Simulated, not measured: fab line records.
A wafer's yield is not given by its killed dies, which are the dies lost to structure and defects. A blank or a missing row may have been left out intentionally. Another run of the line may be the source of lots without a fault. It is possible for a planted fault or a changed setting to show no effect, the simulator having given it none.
Matching of chambers :: flow sky130 :: SKY_CONTACT_CMP_04 on cmp-01: 4 sister chambers
The step polishes SiO2. 14 wafers are shown with their chamber, then 7 later ones without.

WAFERS, EACH WITH ITS CHAMBER
wafer: L635.1
chamber: 1
motor-current-A (A): 11.4
slurry-filter-dp-kPa (kPa): 13.61
time-to-endpoint-s (s): 84

wafer: L635.5
chamber: 3
motor-current-A (A): 12.5
slurry-filter-dp-kPa (kPa): 13.48
time-to-endpoint-s (s): 84

wafer: L635.6
chamber: 0
motor-current-A (A): 10.3
slurry-filter-dp-kPa (kPa): 13.35
time-to-endpoint-s (s): 87

wafer: L636.1
chamber: 3
motor-current-A (A): 12.7
slurry-filter-dp-kPa (kPa): 13.63
time-to-endpoint-s (s): 84

wafer: L636.2
chamber: 0
motor-current-A (A): 10.9
slurry-filter-dp-kPa (kPa): 13.47
time-to-endpoint-s (s): 81

wafer: L636.5
chamber: 0
motor-current-A (A): 11.3
slurry-filter-dp-kPa (kPa): 13.53
time-to-endpoint-s (s): 83

wafer: L641.1
chamber: 0
motor-current-A (A): 11.1
slurry-filter-dp-kPa (kPa): 13.46
time-to-endpoint-s (s): 91

wafer: L641.2
chamber: 2
motor-current-A (A): 14.3
slurry-filter-dp-kPa (kPa): 13.41
time-to-endpoint-s (s): 85

wafer: L641.4
chamber: 3
motor-current-A (A): 12.9
slurry-filter-dp-kPa (kPa): 13.53
time-to-endpoint-s (s): 88

wafer: L645.1
chamber: 1
motor-current-A (A): 11.8
slurry-filter-dp-kPa (kPa): 13.43
time-to-endpoint-s (s): 81

wafer: L645.3
chamber: 3
motor-current-A (A): 12.3
slurry-filter-dp-kPa (kPa): 13.50
time-to-endpoint-s (s): 86

wafer: L645.5
chamber: 1
motor-current-A (A): 11.5
slurry-filter-dp-kPa (kPa): 13.48
time-to-endpoint-s (s): 81

wafer: L651.3
chamber: 1
motor-current-A (A): 12.1
slurry-filter-dp-kPa (kPa): 13.62
time-to-endpoint-s (s): 85

wafer: L651.4
chamber: 2
motor-current-A (A): 13.4
slurry-filter-dp-kPa (kPa): 13.51
time-to-endpoint-s (s): 84

SIGNATURES (means of the wafers above)
reading: motor-current-A
chamber 0: 10.900
chamber 1: 11.700
chamber 2: 13.850
chamber 3: 12.600
scatter within a chamber: 0.383

reading: slurry-filter-dp-kPa
chamber 0: 13.4525
chamber 1: 13.5350
chamber 2: 13.4600
chamber 3: 13.5350
scatter within a chamber: 0.0788

reading: time-to-endpoint-s
chamber 0: 85.50
chamber 1: 82.75
chamber 2: 84.50
chamber 3: 85.50
scatter within a chamber: 2.89
Rule: for a wafer and a chamber, the distance is found by dividing, reading by reading, the gap between the wafer's reading and the chamber's mean by the reading's scatter, squaring, summing and taking the root. If the next closest chamber is less than 2 further off than the closest, the wafer can't be placed; otherwise it belongs to the closest. The scatter: the root of (the sum of the squares of (reading less its chamber's mean) over the shown wafers, divided by (wafers less chambers)).

WAFERS WITHOUT THEIR CHAMBER
wafer: L651.5
motor-current-A (A): 11.0
slurry-filter-dp-kPa (kPa): 13.41
time-to-endpoint-s (s): 86

wafer: L652.1
motor-current-A (A): 11.3
slurry-filter-dp-kPa (kPa): 13.56
time-to-endpoint-s (s): 80

wafer: L652.4
motor-current-A (A): 13.2
slurry-filter-dp-kPa (kPa): 13.45
time-to-endpoint-s (s): 79

wafer: L652.5
motor-current-A (A): 13.8
slurry-filter-dp-kPa (kPa): 13.85
time-to-endpoint-s (s): 80

wafer: L654.1
motor-current-A (A): 11.6
slurry-filter-dp-kPa (kPa): 13.37
time-to-endpoint-s (s): 85

wafer: L654.2
motor-current-A (A): 13.6
slurry-filter-dp-kPa (kPa): 13.33
time-to-endpoint-s (s): 83

wafer: L654.3
motor-current-A (A): 11.8
slurry-filter-dp-kPa (kPa): 13.36
time-to-endpoint-s (s): 89

WHICH CHAMBER EACH WENT THROUGH
wafer: L651.5
from the rows above: 0
in truth: 0

wafer: L652.1
from the rows above: can't be placed: 1 or 0
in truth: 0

wafer: L652.4
from the rows above: can't be placed: 2 or 3 or 1
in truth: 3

wafer: L652.5
from the rows above: can't be placed: 2 or 3 or 1
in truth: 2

wafer: L654.1
from the rows above: can't be placed: 0 or 1 or 3
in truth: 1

wafer: L654.2
from the rows above: can't be placed: 2 or 3
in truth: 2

wafer: L654.3
from the rows above: can't be placed: 0 or 1 or 3
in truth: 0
1 of 7 placed correctly. From these rows, 6 cannot be placed; in 6 the true chamber is one of the candidates. Wrongly placed: 0.
